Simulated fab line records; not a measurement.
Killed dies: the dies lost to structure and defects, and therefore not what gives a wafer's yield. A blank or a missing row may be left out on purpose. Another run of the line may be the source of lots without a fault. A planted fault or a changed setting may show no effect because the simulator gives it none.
fab line records	flow sky130
[record] lots = 5	wafers = 23
route steps=708 shown FIELD_ISO@8 NWELL@65 VT_ADJUST_HVTP@94 VT_ADJUST_LVTN@112 VT_ADJUST_HVTR@133 VT_ADJUST_PCH@152 SONOS_TUNNEL@163 SONOS_ONO@172
start-h: hours from the record's opening day to when the first of the lot's shown wafers began	wait-h: hours elapsed since this lot's preceding step	" unchanged from the row above	L1.1+2: a single row standing in for several wafers	- either no value or no given start	* or withheld: withheld	< > ~ a bound
route shown NAME@n: NAME is a module with steps in the file, n the number in the route of the first one	usual: mean/standard deviation taken from wafers without a fault	same: alike in all rows	chamber/n: place in a boat	sites: each site's reading	_std_site: their standard deviation	_edge_site: inner sites' mean taken away from outer sites' mean	radius-mm: how far each site lies from the wafer's centre	mask NAME#n: copy n	behind: the last tool/chamber to shape the wafer	hold: why the lot went on hold/how many hours it stayed there/how the hold came to an end	device: transistor that didn't switch, given as n, p or np	end of line: the same wafers' tests at the end of the route	for a step that has no rows: nothing shown but its recipe	killed: at the first sort, the dies lost to defects and structure; wafer yield is something else	map: dies across one wafer; x = killed, . = not, _ = none there
set.NAME: the setting the step ran with; set.NAME@STEP: the setting that earlier step ran with	model.NAME: the simulator's own value behind a step, which no gauge read
one table per step and one row per wafer, for lots whose settings were changed on purpose
[[steps]]
[step SKY_FIELD_ISO_COAT_07]
[recipe] resist = BARC	temp-c = withheld	time-s = withheld	spin-rpm = 3000	resist-thk-nm = 60
lot.wafer	tool	chamber	start-h	wait-h	set.spin-rpm
L075.1+2+5	litho-track-03	0	29.83	0.1	3000
L076.1+3+4	litho-track-02	0	33.86	0.1	2829
L076.5+6	"	0	"	"	3000
L077.1+6	litho-track-01	0	36.89	0.1	2840
L077.2+3+5	"	0	"	"	3000
L082.1+2+6	litho-track-01	0	63.84	0.1	3000
L082.4+5	"	0	"	"	3097
L083.1+3	litho-track-02	0	66.66	0.1	3212
L083.4+5+6	"	0	"	"	3000
[step SKY_FIELD_ISO_COAT_08]
[recipe] resist = KrF-thick	spin-rpm = 3000	resist-thk-nm = 446.8
[step SKY_FIELD_ISO_SOFTBAKE_09]
[recipe] temp-c = 100	time-s = 90	resist = KrF-thick
[step SKY_FIELD_ISO_DEVELOP_12]
[recipe] develop-time-s = 60	resist = KrF-thick	dev-temp-c = 21
[step SKY_FIELD_ISO_ETCH_14]
[recipe] chemistry = N2/H2	target = BARC	ion-energy-ev = 200	source-w = 500	bias-w = 100	pressure-mtorr = 30	n2-flow-sccm = 100	h2-flow-sccm = 200	stop-on = SiO2	time-s = 45.9	target-depth-a = 600
lot.wafer	tool	chamber	start-h	wait-h	set.spin-rpm@FIELD_ISO_COAT_07	model.etch.depth-nm
L075.1	rie-diel-01	2	37.25	0.1	3000	59.93
L075.2	"	1	"	"	3000	59.91
L075.5	"	0	"	"	3000	59.99
L076.1	rie-diel-03	0	42.21	0.1	2829	61.72
L076.3	"	2	"	"	2829	-
L076.4	"	1	"	"	2829	61.8
L076.5	"	1	"	"	3000	59.9
L076.6	"	2	"	"	3000	-
L077.1	rie-diel-03	0	45.86	0.1	2840	61.77
L077.2	"	3	"	"	3000	59.89
L077.3	"	2	"	"	3000	59.99
L077.5	"	0	"	"	3000	60.01
L077.6	"	3	"	"	2840	61.7
L082.1	rie-diel-02	1	72.40	0.1	3000	59.94
L082.2+6	"	2,1	"	"	3000	-
L082.4	"	2	"	"	3097	58.91
L082.5	"	3	"	"	3097	58.82
L083.1	rie-diel-01	1	75.06	0.1	3212	57.91
L083.3	"	0	"	"	3212	58.02
L083.4+5	"	3,1	"	"	3000	-
L083.6	"	0	"	"	3000	60.01
[step SKY_NWELL_IMPLANT_12]
[recipe] species = P	energy-kev = 120	dose-cm2 = 1.3e+12	tilt-deg = withheld
lot.wafer	tool	chamber	start-h	wait-h	set.energy-kev	model.implant.rp-nm
L075.1+2+5	implanter-01	0	90.48	0.1	120	149.4
L076.1+3+6	implanter-04	0	99.58	0.1	120	148.1
L076.4+5	"	0	"	"	125.4	155.1
L077.1+2	implanter-04	0	105.47	0.1	120	145.3
L077.3+5+6	"	0	"	"	123.7	150
L082.1+4+6	implanter-01	0	132.98	0.1	125.1	151.7
L082.2+5	"	0	"	"	120	145.3
L083.1+3+4+5+6	implanter-04	0	137.87	0.1	120	144.6
[step SKY_NWELL_STRIP_14]
[recipe] chemistry = O2/N2	power-w = 1400	pressure-mtorr = 1500	platen-temp-c = withheld	o2-flow-sccm = 3000	n2-flow-sccm = 300	overash-fraction = 0.5
[usual] oes-product-au = 0.723/0.0049
lot.wafer	tool	chamber	start-h	wait-h	set.overash-fraction	oes-product-au
L075.1	plasma-asher-02	0	90.78	0.1	0.5	0.718
L075.2	"	1	"	"	0.5	0.720
L075.5	"	0	"	"	0.5	0.723
L076.1	plasma-asher-02	1	99.88	0.1	0.5	0.724
L076.3	"	0	"	"	0.5	0.720
L076.4	"	1	"	"	0.5	0.724
L076.5	"	1	"	"	0.5	0.725
L076.6	"	0	"	"	0.5	0.724
L077.1	plasma-asher-04	1	105.77	0.1	0.6177	0.689
L077.2	"	0	"	"	0.6177	0.688
L077.3	"	0	"	"	0.6177	0.690
L077.5	"	1	"	"	0.5	0.734
L077.6	"	0	"	"	0.5	0.727
L082.1	plasma-asher-01	1	133.28	0.1	0.5	0.724
L082.2	"	0	"	"	0.6106	0.685
L082.4	"	1	"	"	0.5	0.732
L082.5	"	0	"	"	0.5	0.725
L082.6	"	1	"	"	0.6106	0.688
L083.1	plasma-asher-02	1	138.17	0.1	0.5	0.724
L083.3	"	0	"	"	0.5	0.735
L083.4	"	1	"	"	0.5	0.719
L083.5	"	0	"	"	0.5	0.716
L083.6	"	1	"	"	0.5	0.729
[step SKY_VT_ADJUST_HVTP_IMPLANT_09]
[recipe] species = As	energy-kev = 150	dose-cm2 = 4.3e+12	tilt-deg = withheld
lot.wafer	tool	chamber	start-h	wait-h	set.dose-cm2
L075.1+2+5	implanter-01	0	128.99	0.0	4.3e+12
L076.1+4+6	implanter-02	0	137.74	0.0	4.3e+12
L076.3+5	"	0	"	"	4.554e+12
L077.1+2+3+5+6	implanter-04	0	143.59	0.0	4.3e+12
L082.1+2+4	implanter-02	0	173.36	0.0	4.3e+12
L082.5+6	"	0	"	"	4.585e+12
L083.1+3+4	implanter-01	0	179.11	0.0	4.3e+12
L083.5+6	"	0	"	"	4.443e+12
[step SKY_VT_ADJUST_HVTP_STRIP_10]
[recipe] chemistry = O2/N2	power-w = 1400	pressure-mtorr = 1500	platen-temp-c = withheld	o2-flow-sccm = 3000	n2-flow-sccm = 300	overash-fraction = 0.5
[step SKY_VT_ADJUST_HVTP_TW_MEAS_11]
[usual] VT_ADJUST_HVTP_TW = 1353/7.3
lot.wafer	tool	chamber	start-h	wait-h	set.dose-cm2@VT_ADJUST_HVTP_IMPLANT_09	VT_ADJUST_HVTP_TW
L075.1	film-metro-04	-	129.23	0.1	4.3e+12	1352
L075.2	"	-	"	"	4.3e+12	1344
L075.5	"	-	"	"	4.3e+12	1351
L076.1	film-metro-02	-	137.99	0.1	4.3e+12	1357
L076.3	"	-	"	"	4.554e+12	1377
L076.4	"	-	"	"	4.3e+12	1354
L076.5	"	-	"	"	4.554e+12	1367
L076.6	"	-	"	"	4.3e+12	1353
L077.1	film-metro-03	-	143.84	0.1	4.3e+12	1360
L077.2	"	-	"	"	4.3e+12	1354
L077.3	"	-	"	"	4.3e+12	1352
L077.5	"	-	"	"	4.3e+12	1357
L077.6	"	-	"	"	4.3e+12	1357
L082.1	film-metro-03	-	173.61	0.1	4.3e+12	1361
L082.2	"	-	"	"	4.3e+12	1368
L082.4	"	-	"	"	4.3e+12	1363
L082.5	"	-	"	"	4.585e+12	1397
L082.6	"	-	"	"	4.585e+12	1386
L083.1	film-metro-02	-	179.36	0.1	4.3e+12	1358
L083.3	"	-	"	"	4.3e+12	1356
L083.4	"	-	"	"	4.3e+12	1369
L083.5	"	-	"	"	4.443e+12	1369
L083.6	"	-	"	"	4.443e+12	1375
[step SKY_VT_ADJUST_LVTN_EXPOSE_15]
[recipe] mask-id = HVN_STD_DERIVED	na = 0.6	source-shape = conventional	sigma-outer = 0.6	polarization = unpolarized	target-cd-nm = 600	dose-mj = 163
lot.wafer	tool	chamber	start-h	wait-h	mask	set.dose-mj
L075.1+2+5	iline-stepper-01	0	-	-	HVN_STD_DERIVED#0	163
L076.1+5	iline-stepper-02	0	-	-	HVN_STD_DERIVED#0	169.2
L076.3+4+6	"	0	"	"	HVN_STD_DERIVED#0	163
L077.1+3+6	iline-stepper-02	0	-	-	HVN_STD_DERIVED#0	163
L077.2+5	"	0	"	"	HVN_STD_DERIVED#0	159.5
L082.1+5	iline-stepper-02	0	-	-	HVN_STD_DERIVED#0	168.7
L082.2+4+6	"	0	"	"	HVN_STD_DERIVED#0	163
L083.1+4+5	iline-stepper-02	0	-	-	HVN_STD_DERIVED#0	163
L083.3+6	"	0	"	"	HVN_STD_DERIVED#0	155.1
[step SKY_VT_ADJUST_LVTN_PEB_16]
[recipe] temp-c = withheld	time-s = *	resist = NOVOLAK
[step SKY_VT_ADJUST_LVTN_DEVELOP_17]
[recipe] resist = NOVOLAK	developer = TMAH	develop-time-s = 60	dev-temp-c = 21.94
lot.wafer	tool	chamber	start-h	wait-h	set.dose-mj@VT_ADJUST_LVTN_EXPOSE_15	model.VT_ADJUST_LVTN.cd-nm
L075.1	litho-track-04	0	168.34	0.1	163	601.2
L075.2	"	0	"	"	163	604.4
L075.5	"	0	"	"	163	601.1
L076.1	litho-track-04	0	177.94	0.1	169.2	611.7
L076.3	"	0	"	"	163	601.4
L076.4	"	0	"	"	163	602.7
L076.5	"	0	"	"	169.2	612.2
L076.6	"	0	"	"	163	600.6
L077.1	litho-track-01	0	185.09	0.1	163	603.3
L077.2	"	0	"	"	159.5	597.8
L077.3	"	0	"	"	163	602.4
L077.5	"	0	"	"	159.5	597.2
L077.6	"	0	"	"	163	602.8
L082.1	litho-track-03	0	216.38	0.1	168.7	612.1
L082.2	"	0	"	"	163	604.7
L082.4	"	0	"	"	163	604.5
L082.5	"	0	"	"	168.7	612.9
L082.6	"	0	"	"	163	603.6
L083.1	litho-track-03	0	222.68	0.1	163	603.3
L083.3	"	0	"	"	155.1	589.6
L083.4	"	0	"	"	163	601.7
L083.5	"	0	"	"	163	604
L083.6	"	0	"	"	155.1	589.5
[step SKY_VT_ADJUST_HVTR_COAT_02]
[recipe] resist = NOVOLAK	spin-rpm = 3000	resist-thk-nm = 1140
lot.wafer	tool	chamber	start-h	wait-h	set.resist-thk-nm	model.NOVOLAK_of_VT_ADJUST_HVTR_COAT_02.thk-nm
L075.1	litho-track-01	0	199.59	0.1	1140	1140
L075.2	"	0	"	"	1140	1141
L075.5	"	0	"	"	1140	1142
L076.1	litho-track-02	0	209.81	0.1	1110	1108
L076.3	"	0	"	"	1140	1142
L076.4	"	0	"	"	1140	1139
L076.5	"	0	"	"	1110	1107
L076.6	"	0	"	"	1110	1111
L077.1	litho-track-04	0	217.39	0.1	1140	1141
L077.2	"	0	"	"	1123	1121
L077.3	"	0	"	"	1123	1123
L077.5	"	0	"	"	1140	1134
L077.6	"	0	"	"	1140	1138
L082.1	litho-track-01	0	251.69	0.1	1078	1074
L082.2+4	"	0	"	"	1140	1138
L082.5	"	0	"	"	1140	1137
L082.6	"	0	"	"	1078	1076
L083.1	litho-track-01	0	257.59	0.1	1114	1115
L083.3	"	0	"	"	1140	1141
L083.4	"	0	"	"	1114	1114
L083.5	"	0	"	"	1140	1140
L083.6	"	0	"	"	1140	1143
[step SKY_VT_ADJUST_HVTR_IMPLANT_09]
[recipe] species = B	energy-kev = 10	dose-cm2 = 2.1e+12	tilt-deg = withheld
lot.wafer	tool	chamber	start-h	wait-h	set.energy-kev	model.implant.rp-nm	model.implant.drp-nm
L075.1+2+5	implanter-03	0	210.56	0.0	10	33.82	17.11
L076.1+6	implanter-01	0	221.26	0.0	10.32	33.54	17.49
L076.3+4+5	"	0	"	"	10	32.51	17.11
L077.1+6	implanter-03	0	229.64	0.0	10.47	34.55	17.67
L077.2+3+5	"	0	"	"	10	33.02	17.11
L082.1+4+5	implanter-01	0	263.81	0.0	10	33.52	17.11
L082.2+6	"	0	"	"	9.834	33.06	16.92
L083.1+3	implanter-01	0	269.96	0.0	10	32.83	17.11
L083.4+5+6	"	0	"	"	9.769	32.21	16.84
[step SKY_VT_ADJUST_HVTR_STRIP_10]
[recipe] chemistry = O2/N2	power-w = 1400	pressure-mtorr = 1500	platen-temp-c = withheld	o2-flow-sccm = 3000	n2-flow-sccm = 300	overash-fraction = 0.5
[usual] strip-time-to-endpoint-s = 14.18/0.034
lot.wafer	tool	chamber	start-h	wait-h	set.resist-thk-nm@VT_ADJUST_HVTR_COAT_02	strip-time-to-endpoint-s
L075.1	plasma-asher-02	1	210.71	0.1	1140	14.18
L075.2	"	0	"	"	1140	14.18
L075.5	"	0	"	"	1140	14.21
L076.1	plasma-asher-02	0	221.41	0.1	1110	13.81
L076.3	"	1	"	"	1140	14.19
L076.4	"	0	"	"	1140	14.15
L076.5	"	1	"	"	1110	13.79
L076.6	"	0	"	"	1110	13.84
L077.1	plasma-asher-04	0	229.79	0.1	1140	14.18
L077.2	"	1	"	"	1123	13.95
L077.3	"	1	"	"	1123	13.97
L077.5	"	1	"	"	1140	14.10
L077.6	"	0	"	"	1140	14.16
L082.1	plasma-asher-02	0	263.96	0.1	1078	13.40
L082.2	"	1	"	"	1140	14.16
L082.4	"	1	"	"	1140	14.15
L082.5	"	0	"	"	1140	14.14
L082.6	"	1	"	"	1078	13.44
L083.1	plasma-asher-02	0	270.11	0.1	1114	13.88
L083.3	"	1	"	"	1140	14.21
L083.4	"	0	"	"	1114	13.87
L083.5	"	0	"	"	1140	14.19
L083.6	"	1	"	"	1140	14.21
[step SKY_VT_ADJUST_PCH_STRIP_09]
[recipe] chemistry = O2/N2	power-w = 1400	pressure-mtorr = 1500	platen-temp-c = withheld	o2-flow-sccm = 3000	n2-flow-sccm = 300	overash-fraction = 0.5
[usual] oes-product-au = 0.722/0.0047	strip-time-to-endpoint-s = 36.87/0.095
lot.wafer	tool	chamber	start-h	wait-h	set.power-w	oes-product-au	strip-time-to-endpoint-s
L075.1	plasma-asher-01	0	233.69	0.1	1400	0.720	36.88
L075.2	"	1	"	"	1400	0.729	36.76
L075.5	"	1	"	"	1400	0.719	36.77
L076.1	plasma-asher-01	1	245.11	0.1	1546	0.757	33.91
L076.3	"	0	"	"	1400	0.723	36.88
L076.4	"	1	"	"	1546	0.760	33.98
L076.5	"	0	"	"	1400	0.724	36.88
L076.6	"	1	"	"	1400	0.726	36.82
L077.1	plasma-asher-03	1	253.12	0.1	1534	0.762	34.22
L077.2	"	0	"	"	1534	0.765	34.21
L077.3	"	1	"	"	1534	0.763	34.23
L077.5	"	0	"	"	1400	0.732	36.78
L077.6	"	1	"	"	1400	0.723	36.93
L082.1	plasma-asher-03	1	288.66	0.1	1400	0.716	36.78
L082.2	"	0	"	"	1400	0.719	36.97
L082.4	"	1	"	"	1400	0.722	36.94
L082.5	"	0	"	"	1400	0.721	36.88
L082.6	"	1	"	"	1400	0.728	36.89
L083.1	plasma-asher-01	1	295.29	0.1	1400	0.718	36.85
L083.3	"	1	"	"	1400	0.723	36.86
L083.4	"	0	"	"	1400	0.726	36.76
L083.5	"	0	"	"	1400	0.723	36.80
L083.6	"	1	"	"	1400	0.716	36.64
[step SKY_SONOS_TUNNEL_IMPLANT_09]
[recipe] species = B	energy-kev = 20	dose-cm2 = 1e+12	tilt-deg = withheld
lot.wafer	tool	chamber	start-h	wait-h	set.energy-kev	model.implant.rp-nm	model.implant.drp-nm
L075.1+2+5	implanter-02	0	257.18	0.0	20	64.08	28.34
L076.1+4+6	implanter-02	0	269.68	0.0	19.49	65.24	27.83
L076.3+5	"	0	"	"	20	66.93	28.34
L077.1+2	implanter-02	0	276.80	0.0	20	65.37	28.34
L077.3+5+6	"	0	"	"	21.16	69.12	29.66
L082.1+2+6	implanter-01	0	314.19	0.0	19.1	64.65	27.44
L082.4+5	"	0	"	"	20	67.66	28.34
L083.1+3+4+5+6	implanter-02	0	321.36	0.2	20	65.67	28.34
[step SKY_SONOS_ONO_CVD_04]
[recipe] material = SiO2	precursor = SiH4/N2O	target-thk-nm = 5.7199	temp-c = 900	pressure-mtorr = 400
lot.wafer	tool	chamber	start-h	wait-h	set.pressure-mtorr	model.SiO2_of_SONOS_ONO_CVD_04.thk-nm
L075.1	lpcvd-03	1	261.09	0.1	400	5.68
L075.2	"	1	"	"	400	5.655
L075.5	"	1	"	"	400	5.746
L076.1	-	-	-	0.1	343.2	5.184
L076.3	"	-	"	"	343.2	5.222
L076.4	"	-	"	"	343.2	5.306
L076.5	"	-	"	"	343.2	5.228
L076.6	"	-	"	"	343.2	5.247
L077.1	-	-	-	0.1	375	5.624
L077.2	"	-	"	"	375	5.542
L077.3	"	-	"	"	375	5.582
L077.5	"	-	"	"	375	5.641
L077.6	"	-	"	"	375	5.618
L082.1	-	-	-	0.1	444.9	5.961
L082.2	"	-	"	"	444.9	5.979
L082.4	"	-	"	"	444.9	5.95
L082.5	"	-	"	"	444.9	6.015
L082.6	"	-	"	"	444.9	6.048
L083.1	-	-	-	0.1	381	5.603
L083.3	"	-	"	"	381	5.705
L083.4	"	-	"	"	381	5.67
L083.5	"	-	"	"	381	5.684
L083.6	"	-	"	"	381	5.654
[step SKY_SONOS_ONO_COAT_08]
[recipe] resist = NOVOLAK	spin-rpm = 3000	resist-thk-nm = 1140
lot.wafer	tool	chamber	start-h	wait-h	set.resist-thk-nm	model.NOVOLAK_of_SONOS_ONO_COAT_08.thk-nm
L075.1	litho-track-02	0	273.76	0.1	1140	1134
L075.2	"	0	"	"	1140	1136
L075.5	"	0	"	"	1140	1135
L076.1	litho-track-02	0	288.11	0.1	1098	1097
L076.3	"	0	"	"	1140	1143
L076.4	"	0	"	"	1140	1139
L076.5	"	0	"	"	1098	1099
L076.6	"	0	"	"	1140	1145
L077.1	litho-track-03	0	293.43	0.1	1140	1139
L077.2+6	"	0	"	"	1113	1110
L077.3	"	0	"	"	1140	1136
L077.5	"	0	"	"	1140	1141
L082.1+2+4	litho-track-02	0	332.61	0.1	1207	1203
L082.5	"	0	"	"	1140	1139
L082.6	"	0	"	"	1140	1136
L083.1	litho-track-02	0	340.51	0.1	1140	1141
L083.3+5	"	0	"	"	1204	1206
L083.4	"	0	"	"	1140	1143
L083.6	"	0	"	"	1140	1142
[step SKY_SONOS_ONO_SOFTBAKE_09]
[recipe] temp-c = 90	time-s = 60	resist = NOVOLAK
[step SKY_SONOS_ONO_EXPOSE_10]
[recipe] mask-id = ONOM	target-cd-nm = 410	na = 0.6	source-shape = conventional	sigma-outer = 0.6	dose-mj = 150
[step SKY_SONOS_ONO_PEB_11]
[recipe] temp-c = withheld	time-s = *	resist = NOVOLAK
[step SKY_SONOS_ONO_DEVELOP_12]
[recipe] develop-time-s = 60	dev-temp-c = 23
[step SKY_SONOS_ONO_CD_MEAS_13]
[recipe] target-cd-nm = 410
[usual] cd-nm = 409.8/1.9
lot.wafer	tool	chamber	start-h	wait-h	set.resist-thk-nm@SONOS_ONO_COAT_08	cd-nm
L075.1	cd-sem-01	-	286.39	0.1	1140	406.6
L075.2	"	-	"	"	1140	409.5
L075.5	"	-	"	"	1140	408.5
L076.1	cd-sem-02	-	300.84	0.1	1098	402.8
L076.3	"	-	"	"	1140	408.4
L076.4	"	-	"	"	1140	408.1
L076.5	"	-	"	"	1098	406.1
L076.6	"	-	"	"	1140	406.9
L077.1	cd-sem-01	-	305.81	0.1	1140	409.9
L077.2	"	-	"	"	1113	407.5
L077.3	"	-	"	"	1140	408.7
L077.5	"	-	"	"	1140	411.8
L077.6	"	-	"	"	1113	408.3
L082.1	cd-sem-02	-	346.73	0.1	1207	415.6
L082.2	"	-	"	"	1207	412.8
L082.4	"	-	"	"	1207	414.3
L082.5	"	-	"	"	1140	409.2
L082.6	"	-	"	"	1140	407.9
L083.1	cd-sem-02	-	353.86	0.1	1140	413.3
L083.3	"	-	"	"	1204	417.2
L083.4	"	-	"	"	1140	413.1
L083.5	"	-	"	"	1204	418.2
L083.6	"	-	"	"	1140	413.6
[step SKY_SONOS_ONO_ETCH_15]
[recipe] target-depth-nm = 19.52	chemistry = CHF3/O2	source-w = 600	bias-w = 200	pressure-mtorr = 40	chf3-flow-sccm = 50	O2_flow_sccm = 5	time-s = 7.8
lot.wafer	tool	chamber	start-h	wait-h	set.resist-thk-nm@SONOS_ONO_COAT_08	model.SONOS_ONO.cd-nm
L075.1	rie-diel-04	0	286.55	0.0	1140	406.9
L075.2	"	1	"	"	1140	409.4
L075.5	"	2	"	"	1140	408.5
L076.1	rie-diel-02	3	301.00	0.0	1098	403
L076.3	"	1	"	"	1140	408.1
L076.4	"	0	"	"	1140	408
L076.5	"	2	"	"	1098	405.9
L076.6	"	3	"	"	1140	406.8
L077.1	rie-diel-04	2	305.96	0.0	1140	409.7
L077.2	"	3	"	"	1113	407.5
L077.3	"	1	"	"	1140	408.4
L077.5	"	0	"	"	1140	411.7
L077.6	"	3	"	"	1113	408.3
L082.1	rie-diel-02	1	346.88	0.0	1207	415.3
L082.2	"	0	"	"	1207	413.1
L082.4	"	0	"	"	1207	414.1
L082.5	"	1	"	"	1140	409.1
L082.6	"	2	"	"	1140	407.9
L083.1	rie-diel-02	1	354.01	0.0	1140	413.2
L083.3	"	0	"	"	1204	-
L083.4	"	2	"	"	1140	413.4
L083.5	"	1	"	"	1204	417.9
L083.6	"	0	"	"	1140	413.9
[step SKY_SONOS_ONO_WET_ETCH_16]
[recipe] chemistry = dHF	target-depth-nm = 14	dry = n2-spin	target = SiO2	dilution = 100:1	temp-c = 25	time-s = 280
[step SKY_SONOS_ONO_STRIP_17]
[recipe] chemistry = O2/N2	power-w = 1400	pressure-mtorr = 1500	platen-temp-c = withheld	o2-flow-sccm = 3000	n2-flow-sccm = 300	overash-fraction = 0.5
[usual] strip-time-to-endpoint-s = 14.08/0.033
lot.wafer	tool	chamber	start-h	wait-h	set.resist-thk-nm@SONOS_ONO_COAT_08	strip-time-to-endpoint-s
L075.1	plasma-asher-02	1	286.66	0.0	1140	14.03
L075.2	"	0	"	"	1140	14.05
L075.5	"	0	"	"	1140	14.03
L076.1	plasma-asher-04	0	301.19	0.0	1098	13.60
L076.3	"	0	"	"	1140	14.12
L076.4	"	1	"	"	1140	14.10
L076.5	"	1	"	"	1098	13.61
L076.6	"	0	"	"	1140	14.14
L077.1	plasma-asher-04	1	306.08	0.0	1140	14.09
L077.2	"	0	"	"	1113	13.74
L077.3	"	0	"	"	1140	14.04
L077.5	"	0	"	"	1140	14.10
L077.6	"	1	"	"	1113	13.73
L082.1	plasma-asher-04	0	346.99	0.0	1207	14.80
L082.2	"	1	"	"	1207	14.81
L082.4	"	0	"	"	1207	14.79
L082.5	"	0	"	"	1140	14.09
L082.6	"	1	"	"	1140	14.05
L083.1	plasma-asher-02	1	354.14	0.0	1140	14.11
L083.3	"	0	"	"	1204	14.84
L083.4	"	1	"	"	1140	14.13
L083.5	"	1	"	"	1204	14.86
L083.6	"	0	"	"	1140	14.12
[[key]]
[split] step = SKY_FIELD_ISO_COAT_07	setting = spin-rpm	stated = 3000	by = wafer
[response] step = SKY_FIELD_ISO_ETCH_14	reading = model.etch.depth-nm	change = -0.316	per = 1%	r = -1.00
[split] step = SKY_NWELL_IMPLANT_12	setting = energy-kev	stated = 120	by = wafer
[response] step = SKY_NWELL_IMPLANT_12	reading = model.implant.rp-nm	change = +1.53	per = 1%	r = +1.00
[split] step = SKY_NWELL_STRIP_14	setting = overash-fraction	stated = 0.5	by = wafer
[response] step = SKY_NWELL_STRIP_14	reading = oes-product-au	change = -0.0018	per = 1%	r = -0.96
[split] step = SKY_VT_ADJUST_HVTP_IMPLANT_09	setting = dose-cm2	stated = 4.3e+12	by = wafer
[response] step = SKY_VT_ADJUST_HVTP_TW_MEAS_11	reading = VT_ADJUST_HVTP_TW	change = +3.58	per = 1%	r = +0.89
[split] step = SKY_VT_ADJUST_LVTN_EXPOSE_15	setting = dose-mj	stated = 163	by = wafer
[response] step = SKY_VT_ADJUST_LVTN_DEVELOP_17	reading = model.VT_ADJUST_LVTN.cd-nm	change = +2.65	per = 1%	r = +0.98
[split] step = SKY_VT_ADJUST_HVTR_COAT_02	setting = resist-thk-nm	stated = 1140	by = wafer
[response] step = SKY_VT_ADJUST_HVTR_COAT_02	reading = model.NOVOLAK_of_VT_ADJUST_HVTR_COAT_02.thk-nm	change = +11.6	per = 1%	r = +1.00
[response] step = SKY_VT_ADJUST_HVTR_STRIP_10	reading = strip-time-to-endpoint-s	change = *	per = 1%	r = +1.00
[split] step = SKY_VT_ADJUST_HVTR_IMPLANT_09	setting = energy-kev	stated = 10	by = wafer
[response] step = SKY_VT_ADJUST_HVTR_IMPLANT_09	reading = model.implant.rp-nm	change = +0.313	per = 1%	r = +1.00
[response] step = SKY_VT_ADJUST_HVTR_IMPLANT_09	reading = model.implant.drp-nm	change = +0.119	per = 1%	r = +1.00
[split] step = SKY_VT_ADJUST_PCH_STRIP_09	setting = power-w	stated = 1400	by = wafer
[response] step = SKY_VT_ADJUST_PCH_STRIP_09	reading = oes-product-au	change = +0.00345	per = 1%	r = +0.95
[response] step = SKY_VT_ADJUST_PCH_STRIP_09	reading = strip-time-to-endpoint-s	change = *	per = 1%	r = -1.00
[split] step = SKY_SONOS_TUNNEL_IMPLANT_09	setting = energy-kev	stated = 20	by = wafer
[response] step = SKY_SONOS_TUNNEL_IMPLANT_09	reading = model.implant.rp-nm	change = +0.655	per = 1%	r = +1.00
[response] step = SKY_SONOS_TUNNEL_IMPLANT_09	reading = model.implant.drp-nm	change = +0.216	per = 1%	r = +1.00
[split] step = SKY_SONOS_ONO_CVD_04	setting = pressure-mtorr	stated = 400	by = lot
[response] step = SKY_SONOS_ONO_CVD_04	reading = model.SiO2_of_SONOS_ONO_CVD_04.thk-nm	change = +0.0279	per = 1%	r = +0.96
[split] step = SKY_SONOS_ONO_COAT_08	setting = resist-thk-nm	stated = 1140	by = wafer
[response] step = SKY_SONOS_ONO_COAT_08	reading = model.NOVOLAK_of_SONOS_ONO_COAT_08.thk-nm	change = +11.5	per = 1%	r = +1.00
[response] step = SKY_SONOS_ONO_CD_MEAS_13	reading = cd-nm	change = +0.888	per = 1%	r = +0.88
[response] step = SKY_SONOS_ONO_ETCH_15	reading = model.SONOS_ONO.cd-nm	change = +0.887	per = 1%	r = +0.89
[response] step = SKY_SONOS_ONO_STRIP_17	reading = strip-time-to-endpoint-s	change = *	per = 1%	r = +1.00
